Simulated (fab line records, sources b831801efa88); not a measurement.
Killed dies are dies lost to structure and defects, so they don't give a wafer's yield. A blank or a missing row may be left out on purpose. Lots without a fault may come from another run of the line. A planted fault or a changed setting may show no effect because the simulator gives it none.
fab line records | flow sfq_line
record lots=6 wafers=18 last_day=78
route steps=325 shown L0@4 L0V@16 M0@28
lots that met no fault: from a run of the same line without faults
start_h: hours from the record's first day to the start of the lot's first wafer shown | wait_h: hours since the lot's step before | " the same as in the row above | L1.1+2: a row that stands for several wafers | - no value, or no start given | * or withheld: withheld | < > ~ a bound
route shown NAME@n: a module of which the file shows steps, and the number in the route of the first | usual: mean/standard deviation of fault-free wafers | same: alike in all rows | chamber/n: place in a boat | sites: the reading at each site | _std_site: their standard deviation | _edge_site: outer sites' mean less inner sites' | radius_mm: how far each site lies from the wafer's centre | mask NAME#n: copy n | behind: the tool/chamber that last shaped the wafer | hold: why the lot was held/for how many hours/how that ended | device: the transistor (n, p or np) that didn't switch | end of line: the same wafers' tests at the end of the route | a step without rows: its recipe alone | killed: dies lost to structure and defects at the first sort, not the wafer's yield | map: a wafer's dies, x killed, . not, _ none there
set.NAME: the setting as run; set.NAME@STEP: as run at that earlier step | model.NAME: the simulator's own value behind a step, which no gauge read
lots at some steps of the route; a table a step, a row a wafer
services: from which hour (start_h, from the record's first day; less than 0 if before it) a tool's chamber was out of use, for how many hours, and why
## steps
# step SFQ_L0_RS_MEAS_901
# recipe thk_meas_gauge=four-point-probe reads=MoNx_KI_of_TRILAYER_L0_DEP_SPUTTER_003
# usual L0_MONX_KI_RS=43.5/0.55
# columns lot.wafer tool chamber start_h wait_h L0_MONX_KI_RS[ohm/sq]
L911.4 film_metro-01 - 27.62 0.1 45.1
L911.5 " - " " 43.8
L911.6 " - " " 44.5
L915.1 film_metro-04 - 47.56 0.0 43.2
L915.2 " - " " 43.4
L915.4 " - " " 44.0
L923.1 film_metro-02 - 87.56 0.0 42.7
L923.2 " - " " 43.4
L923.5 " - " " 42.6
L924.2 film_metro-02 - 92.58 0.1 43.7
L924.4 " - " " 43.1
L924.5 " - " " 42.8
L928.2 film_metro-02 - 112.58 0.1 43.2
L928.5 " - " " 42.8
L928.6 " - " " 43.2
L929.2 film_metro-04 - 117.58 0.1 43.2
L929.3 " - " " 43.5
L929.6 " - " " 42.6
# step SFQ_L0_THK_MEAS_902
# recipe thk_meas_gauge=xrf reads=MoNx_KI_of_TRILAYER_L0_DEP_SPUTTER_003
# usual L0_MONX_KI_THK=39.1/0.57
# columns lot.wafer tool chamber start_h wait_h L0_MONX_KI_THK[nm]
L911.4 film_metro-01 - 27.71 0.1 37.4
L911.5 " - " " 38.8
L911.6 " - " " 37.8
L915.1 film_metro-04 - 47.68 0.1 39.3
L915.2 " - " " 39.1
L915.4 " - " " 38.6
L923.1 film_metro-02 - 87.68 0.1 39.8
L923.2 " - " " 39.3
L923.5 " - " " 39.8
L924.2 film_metro-02 - 92.69 0.1 39.0
L924.4 " - " " 39.5
L924.5 " - " " 40.0
L928.2 film_metro-02 - 112.69 0.1 39.7
L928.5 " - " " 40.2
L928.6 " - " " 39.6
L929.2 film_metro-04 - 117.69 0.1 39.3
L929.3 " - " " 39.2
L929.6 " - " " 39.7
# step SFQ_TRILAYER_L0_LITHO_COAT_010
# recipe resist=BARC spin_rpm=3000 resist_thk_nm=62
# step SFQ_TRILAYER_L0_LITHO_COAT_005
# recipe resist=KrF spin_rpm=3000 resist_thk_nm=600
# step SFQ_TRILAYER_L0_LITHO_SOFTBAKE_009
# recipe temp_c=withheld time_s=withheld resist=KrF
# step SFQ_TRILAYER_L0_LITHO_EXPOSE_006
# recipe mask_id=L0 na=0.6 source_shape=conventional sigma_outer=0.65 target_cd_nm=2000 dose_mj=14.4
# step SFQ_TRILAYER_L0_LITHO_PEB_008
# recipe peb_temp_c=115 peb_time_s=60 resist=KrF
# step SFQ_TRILAYER_L0_LITHO_DEVELOP_007
# recipe time_s=60 resist=KrF
# step SFQ_TRILAYER_L0_BARC_OPEN_METAL_ETCH_010
# recipe mask_material=PR chemistry=O2 target_depth_nm=125 target=BARC icp_w=600 bias_w=80 pressure_mtorr=10 time_s=41.7
# usual bias_w=80.01/0.23 chamber_pressure_mTorr=10.001/0.0091 drypump_motor_current_A=6.15/0.25 oes_product_au=0.685/0.0051
# columns lot.wafer tool chamber start_h wait_h bias_w chamber_pressure_mTorr drypump_motor_current_A oes_product_au rf_hours_counter_h
L911.4 rie_metal-03 0 65.27 0.1 80.17 10.013 5.87 0.687 -
L911.5 " 0 " " 80.41 10.009 5.88 0.683 -
L911.6 " 1 " " 80.04 9.996 6.58 0.676 -
L915.1 rie_metal-03 1 88.05 0.1 80.44 9.996 6.59 0.683 153
L915.2 " 0 " " 80.40 9.988 5.93 0.686 1
L915.4 " 1 " " 80.44 10.005 6.56 0.686 -
L923.1 rie_metal-01 1 127.65 0.1 80.14 10.001 6.33 0.693 197
L923.2 " 0 " " 79.73 9.996 6.19 0.687 10
L923.5 " 0 " " 79.26 9.979 6.22 0.681 -
L924.2 rie_metal-04 1 133.65 0.1 80.17 10.006 6.09 0.686 45
L924.4 " 1 " " 80.25 9.983 6.07 0.686 -
L924.5 " 1 " " 79.81 10.004 6.08 0.689 -
L928.2 rie_metal-01 0 152.85 0.1 80.04 10.005 6.18 0.692 14
L928.5 " 1 " " 80.14 10.010 6.32 0.678 -
L928.6 " 0 " " 80.23 10.001 6.19 0.682 -
L929.2 rie_metal-03 0 160.15 0.1 79.85 9.999 5.91 0.693 15
L929.3 " 1 " " 80.22 9.997 6.61 0.679 -
L929.6 " 1 " " 80.02 10.000 6.59 0.688 -
# step SFQ_TRILAYER_L0_ETCH_METAL_ETCH_008
# recipe target=MoNx_KI stop_on=SiO2 mask_material=PR chemistry=SF6/O2 target_depth_nm=50 icp_w=600 bias_w=80 pressure_mtorr=10 time_s=25
# usual bias_w=79.98/0.23 chamber_pressure_mTorr=10.000/0.0095 drypump_motor_current_A=6.16/0.25 oes_product_au=0.873/0.0074
# columns lot.wafer tool chamber start_h wait_h bias_w chamber_pressure_mTorr drypump_motor_current_A oes_product_au rf_hours_counter_h
L911.4 rie_metal-03 0 65.32 0.0 79.92 10.000 5.90 0.857 -
L911.5 " 0 " " 80.34 9.989 5.91 0.878 -
L911.6 " 1 " " 80.34 10.007 6.61 0.850 -
L915.1 rie_metal-03 1 88.11 0.0 79.99 10.002 6.61 0.882 153
L915.2 " 0 " " 80.10 9.985 5.89 0.881 1
L915.4 " 1 " " 79.76 10.001 6.60 0.866 -
L923.1 rie_metal-01 1 127.71 0.0 79.97 9.986 6.34 0.883 197
L923.2 " 0 " " 80.06 10.003 6.23 0.880 10
L923.5 " 0 " " 79.96 10.008 6.22 0.878 -
L924.2 rie_metal-04 1 133.71 0.0 80.42 10.014 6.08 0.870 45
L924.4 " 1 " " 80.08 10.015 6.11 0.883 -
L924.5 " 1 " " 80.29 9.994 6.04 0.883 -
L928.2 rie_metal-01 0 152.91 0.0 79.80 9.987 6.17 0.872 14
L928.5 " 1 " " 80.22 10.015 6.31 0.881 -
L928.6 " 0 " " 79.88 10.008 6.20 0.873 -
L929.2 rie_metal-03 0 160.21 0.0 79.97 9.987 5.91 0.879 15
L929.3 " 1 " " 80.03 10.003 6.56 0.878 -
L929.6 " 1 " " 79.89 9.997 6.56 0.877 -
# step SFQ_TRILAYER_L0_STRIP_STRIP_009
# recipe gas=O2 power_w=200 platen_temp_c=40 overash_fraction=0.65 chemistry=O2 pressure_mtorr=50
# step SFQ_TRILAYER_L0_STRIP_SOLV_CLEAN_010
# recipe chemistry=NMP temp_c=70 time_s=600
# step SFQ_TRILAYER_L0_CAP_PECVD_011
# recipe material=SiO2 temp_c=150 time_s=13.333 pressure_torr=2.4 rf_w=183.3 precursor=SiH4/N2O target_thk_nm=60
# usual heater_power_w=77/15 throttle_valve_pct=25.9/2
# columns lot.wafer tool chamber start_h wait_h heater_power_w throttle_valve_pct model.SiO2_of_TRILAYER_L0_CAP_PECVD_011.thk_nm
L911.4 pecvd-02 2 66.14 0.0 72 24.5 61.31
L911.5 " 1 " " 73 28.2 60.82
L911.6 " 0 " " 51 26.4 61.3
L915.1 pecvd-03 2 88.93 0.0 66 28.6 58.62
L915.2 " 1 " " 101 27.0 58.39
L915.4 " 1 " " 102 26.8 59.6
L923.1 pecvd-03 2 128.53 0.0 66 28.4 59.47
L923.2 " 1 " " 91 27.4 58.92
L923.5 " 0 " " 77 23.5 62.06
L924.2 pecvd-01 0 134.54 0.0 70 24.7 59.72
L924.4 " 1 " " 100 23.2 60.61
L924.5 " 2 " " 83 24.6 59.75
L928.2 pecvd-03 2 153.90 0.0 74 28.5 59.82
L928.5 " 2 " " 76 28.7 62.41
L928.6 " 0 " " 74 23.3 61.57
L929.2 pecvd-01 1 161.04 0.0 99 23.1 59.52
L929.3 " 2 " " 75 24.5 60.11
L929.6 " 2 " " 75 24.9 61.6
# step SFQ_TRILAYER_L0_VIA_LITHO_COAT_018
# recipe resist=BARC spin_rpm=3000 resist_thk_nm=62
# step SFQ_TRILAYER_L0_VIA_LITHO_COAT_013
# recipe resist=KrF spin_rpm=3000 resist_thk_nm=650
# step SFQ_TRILAYER_L0_VIA_LITHO_SOFTBAKE_017
# recipe temp_c=withheld time_s=withheld resist=KrF
# step SFQ_TRILAYER_L0_VIA_LITHO_EXPOSE_014
# recipe mask_id=L0V na=0.6 source_shape=conventional sigma_outer=0.65 target_cd_nm=700 dose_mj=21.3
# step SFQ_TRILAYER_L0_VIA_LITHO_PEB_016
# recipe peb_temp_c=115 peb_time_s=60 resist=KrF
# step SFQ_TRILAYER_L0_VIA_LITHO_DEVELOP_015
# recipe time_s=60 resist=KrF
# step SFQ_L0V_OVL_MEAS_903
# usual L0V_OVL=-5/5.1
# columns lot.wafer tool chamber start_h wait_h L0V_OVL[nm]
L911.4 overlay-01 - 126.50 0.1 -2
L911.5 " - " " -7
L911.6 " - " " -1
L915.1 overlay-02 - 148.18 0.1 -9
L915.2 " - " " -4
L915.4 " - " " -11
L923.1 overlay-02 - 197.27 0.1 -13
L923.2 " - " " -8
L923.5 " - " " -9
L924.2 overlay-02 - 204.48 0.1 6
L924.4 " - " " 3
L924.5 " - " " -4
L928.2 overlay-01 - 227.08 0.1 -5
L928.5 " - " " -3
L928.6 " - " " -1
L929.2 overlay-01 - 234.28 0.1 -2
L929.3 " - " " -12
L929.6 " - " " -10
# step SFQ_TRILAYER_L0_VIA_BARC_OPEN_VIA_ETCH_021
# recipe mask_material=PR chemistry=O2 target_depth_nm=125 target=BARC source_w=500 bias_w=80 pressure_mtorr=30 time_s=41.7
# usual bias_w=80.02/0.26 chamber_pressure_mTorr=29.999/0.028 drypump_motor_current_A=5.9/0.49 oes_product_au=0.685/0.0046
# columns lot.wafer tool chamber start_h wait_h bias_w chamber_pressure_mTorr drypump_motor_current_A oes_product_au rf_hours_counter_h
L911.4 rie_diel-04 1 126.52 0.0 79.80 29.971 5.6 0.680 96
L911.5 " 3 " " 80.24 29.964 5.7 0.683 -
L911.6 " 2 " " 80.09 29.928 6.7 0.686 -
L915.1 rie_diel-01 1 148.22 0.0 79.98 30.033 6.0 0.681 91
L915.2 " 3 " " 80.72 29.991 5.9 0.687 46
L915.4 " 2 " " 80.21 29.947 6.3 0.676 104
L923.1 rie_diel-01 2 197.31 0.0 80.52 30.003 6.3 0.694 105
L923.2 " 0 " " 79.77 30.008 4.9 0.687 26
L923.5 " 0 " " 79.76 30.031 4.9 0.690 -
L924.2 rie_diel-02 1 204.51 0.0 80.06 30.011 5.5 0.686 5
L924.4 " 0 " " 79.88 29.975 5.6 0.689 121
L924.5 " 2 " " 79.69 29.992 5.8 0.679 -
L928.2 rie_diel-01 0 227.11 0.0 79.88 29.993 4.9 0.694 26
L928.5 " 3 " " 80.05 29.983 5.9 0.689 -
L928.6 " 0 " " 79.91 29.970 4.9 0.683 -
L929.2 rie_diel-04 0 234.31 0.0 79.98 29.987 6.2 0.684 5
L929.3 " 1 " " 80.37 30.032 5.7 0.686 99
L929.6 " 0 " " 80.03 29.985 6.2 0.692 -
# step SFQ_TRILAYER_L0_VIA_ETCH_VIA_ETCH_016
# recipe target=SiO2 stop_on=MoNx_KI mask_material=PR chemistry=CHF3 target_depth_nm=80 source_w=500 bias_w=80 pressure_mtorr=30 time_s=withheld
# usual bias_w=79.98/0.25 chamber_pressure_mTorr=30.00/0.038 drypump_motor_current_A=5.9/0.49 oes_product_au=0.842/0.0078
# columns lot.wafer tool chamber start_h wait_h bias_w chamber_pressure_mTorr drypump_motor_current_A oes_product_au model.etch.depth_nm model.L0V.feature_depth_nm
L911.4 rie_diel-04 1 126.56 0.0 79.71 29.99 5.6 0.845 61.31 61.31
L911.5 " 3 " " 80.09 30.03 5.7 0.850 60.82 60.82
L911.6 " 2 " " 80.11 30.01 6.6 0.854 61.3 61.3
L915.1 rie_diel-01 1 148.26 0.0 79.92 30.00 6.0 0.836 58.62 58.62
L915.2 " 3 " " 79.90 30.03 5.9 0.831 58.39 58.39
L915.4 " 2 " " 79.95 29.96 6.3 0.843 59.6 59.6
L923.1 rie_diel-01 2 197.35 0.0 79.71 29.99 6.3 0.834 59.47 59.47
L923.2 " 0 " " 79.37 30.00 4.9 0.838 58.92 58.92
L923.5 " 0 " " 79.94 30.00 4.9 0.861 62.06 62.06
L924.2 rie_diel-02 1 204.55 0.0 79.96 29.97 5.6 0.842 59.72 59.72
L924.4 " 0 " " 80.14 29.97 5.7 0.842 60.61 60.61
L924.5 " 2 " " 80.35 29.99 5.8 0.842 59.75 59.75
L928.2 rie_diel-01 0 227.15 0.0 80.19 30.00 4.9 0.844 59.82 59.82
L928.5 " 3 " " 80.11 30.02 5.9 0.860 62.41 62.41
L928.6 " 0 " " 80.29 29.97 4.9 0.851 61.57 61.57
L929.2 rie_diel-04 0 234.35 0.0 80.26 30.01 6.2 0.842 59.52 59.52
L929.3 " 1 " " 79.96 30.03 5.7 0.844 60.11 60.11
L929.6 " 0 " " 80.04 30.01 6.2 0.850 61.6 61.6
# step SFQ_TRILAYER_L0_VIA_STRIP_STRIP_017
# recipe gas=O2 power_w=200 platen_temp_c=40 overash_fraction=0.65 chemistry=O2 pressure_mtorr=50
# usual chamber_pressure_mTorr=50.00/0.043 drypump_motor_current_A=6.0/0.37 oes_product_au=0.993/0.0097
# columns lot.wafer tool chamber start_h wait_h chamber_pressure_mTorr drypump_motor_current_A oes_product_au rf_hours_counter_h
L911.4 rie_metal-03 0 126.80 - 50.06 5.9 0.994 -
L911.5 " 0 " " 50.01 5.9 0.988 -
L911.6 " 1 " " 49.99 6.6 0.991 -
L915.1 rie_metal-01 0 148.30 - 50.05 6.2 1.002 13
L915.2 " 1 " " 50.00 6.3 0.997 200
L915.4 " 1 " " 49.90 6.3 0.984 -
L923.1 rie_metal-02 0 197.40 - 50.00 5.6 0.997 113
L923.2 " 1 " " 49.96 5.7 1.017 20
L923.5 " 1 " " 49.95 5.7 0.991 -
L924.2 rie_metal-02 0 204.60 - 49.94 5.6 0.999 114
L924.4 " 1 " " 50.05 5.8 1.012 -
L924.5 " 0 " " 50.01 5.6 1.001 -
L928.2 rie_metal-03 0 227.20 - 50.00 5.9 0.979 27
L928.5 " 1 " " 50.08 6.6 0.988 -
L928.6 " 0 " " 50.04 5.9 0.983 -
L929.2 rie_metal-03 1 234.40 - 50.07 6.6 0.997 179
L929.3 " 1 " " 50.05 6.6 0.985 -
L929.6 " 0 " " 50.07 5.9 0.986 -
# step SFQ_TRILAYER_L0_VIA_STRIP_SOLV_CLEAN_018
# recipe chemistry=NMP temp_c=70 time_s=600
# step SFQ_TRILAYER_M0_DEP_PRE_CLEAN_020
# recipe gas=Ar time_s=15 bias_v=250
# columns lot.wafer tool chamber start_h wait_h model.SiO2_of_TRILAYER_L0_CAP_PECVD_011.thk_nm
L911.4 pvd_sputter-05 - 127.39 0.0 56.31
L911.5 " - " " 55.82
L911.6 " - " " 56.3
L915.1 pvd_sputter-06 - 149.08 0.0 53.62
L915.2 " - " " 53.39
L915.4 " - " " 54.6
L923.1 pvd_sputter-05 - 198.17 0.0 54.47
L923.2 " - " " 53.92
L923.5 " - " " 57.06
L924.2 pvd_sputter-05 - 205.37 0.0 54.72
L924.4 " - " " 55.61
L924.5 " - " " 54.75
L928.2 pvd_sputter-05 - 227.97 0.0 54.82
L928.5 " - " " 57.41
L928.6 " - " " 56.57
L929.2 pvd_sputter-04 - 235.17 0.0 54.52
L929.3 " - " " 55.11
L929.6 " - " " 56.6
# step SFQ_TRILAYER_M0_DEP_SPUTTER_019
# recipe material=Nb base_pressure_pa=1.33e-06 chamber_pressure_pa=0.1333 substrate_temp_c=20 resputter_cathode_voltage_v=400 target_thk_nm=200 power_w=2000 time_s=133.3
# usual cathode_dc_power_W=1999.9/0.39 throttle_valve_pct=29.7/0.54
# columns lot.wafer tool chamber start_h wait_h cathode_dc_power_W throttle_valve_pct
L911.4 pvd_sputter-05 - 127.42 0.0 2000.1 30.6
L911.5 " - " " 1999.8 30.0
L911.6 " - " " 2000.1 30.5
L915.1 pvd_sputter-06 - 149.10 0.0 1999.4 29.6
L915.2 " - " " 1999.7 29.5
L915.4 " - " " 1999.7 28.6
L923.1 pvd_sputter-05 - 198.20 0.0 1999.9 30.3
L923.2 " - " " 1999.5 30.0
L923.5 " - " " 2000.2 29.9
L924.2 pvd_sputter-05 - 205.40 0.0 1999.9 29.9
L924.4 " - " " 2000.9 29.8
L924.5 " - " " 1999.0 29.6
L928.2 pvd_sputter-05 - 228.00 0.0 1999.8 29.9
L928.5 " - " " 2000.4 29.5
L928.6 " - " " 1999.7 29.8
L929.2 pvd_sputter-04 - 235.20 0.0 2000.4 30.3
L929.3 " - " " 2000.2 28.9
L929.6 " - " " 1999.7 30.0
## services
# columns tool chamber start_h hours kind
pvd_sputter-04 - 64.54 12.1 repair
pecvd-01 - 73.15 1.3 repair
rie_diel-02 3 74.60 5.3 repair
rie_diel-04 - 79.10 0.6 repair
pvd_sputter-04 - 84.90 5.5 repair
rie_diel-04 - 88.25 0.2 repair
rie_metal-02 1 88.77 21.4 repair
pecvd-03 - 89.28 3.4 repair
rie_diel-02 1 89.40 8.8 repair
pecvd-03 0 89.85 20.3 repair
pecvd-01 - 100.06 6.0 pm
rie_diel-01 0 100.37 4.5 repair
pvd_sputter-05 - 104.97 1.6 repair
rie_diel-04 2 105.77 4.6 repair
rie_metal-03 - 113.18 0.6 repair
rie_diel-04 0 130.05 2.4 repair
rie_metal-03 1 140.07 3.2 repair
rie_diel-04 3 150.65 22.2 repair
pecvd-03 - 162.05 1.8 repair
rie_diel-04 - 172.84 0.5 repair
pecvd-03 - 189.08 1.2 repair
pvd_sputter-05 - 213.91 6.9 repair
rie_diel-04 2 216.47 1.9 repair
rie_diel-01 - 235.07 2.0 repair
## key
first_sign none at tools or gauges
model_effect step=SFQ_TRILAYER_L0_CAP_PECVD_011 value=SiO2_of_TRILAYER_L0_CAP_PECVD_011.thk_nm without=60.05 struck=62.01
model_effect step=SFQ_TRILAYER_L0_VIA_ETCH_VIA_ETCH_016 value=etch.depth_nm without=60.05 struck=62.01
model_effect step=SFQ_TRILAYER_M0_DEP_PRE_CLEAN_020 value=SiO2_of_TRILAYER_L0_CAP_PECVD_011.thk_nm without=55.05 struck=57.01
met_at SFQ_TRILAYER_L0_CAP_PECVD_011
struck_wafers L923.5,L928.5,L928.6
onset_between 88.93 128.53
fault kind=process_parameter_drift tool=pecvd-03 chamber=- onset_h=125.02 steps=SFQ_TRILAYER_L0_CAP_PECVD_011 channel=time_s offset=* shape=step end_h=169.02 scope=struck_wafers_only acts_in=* stated=*
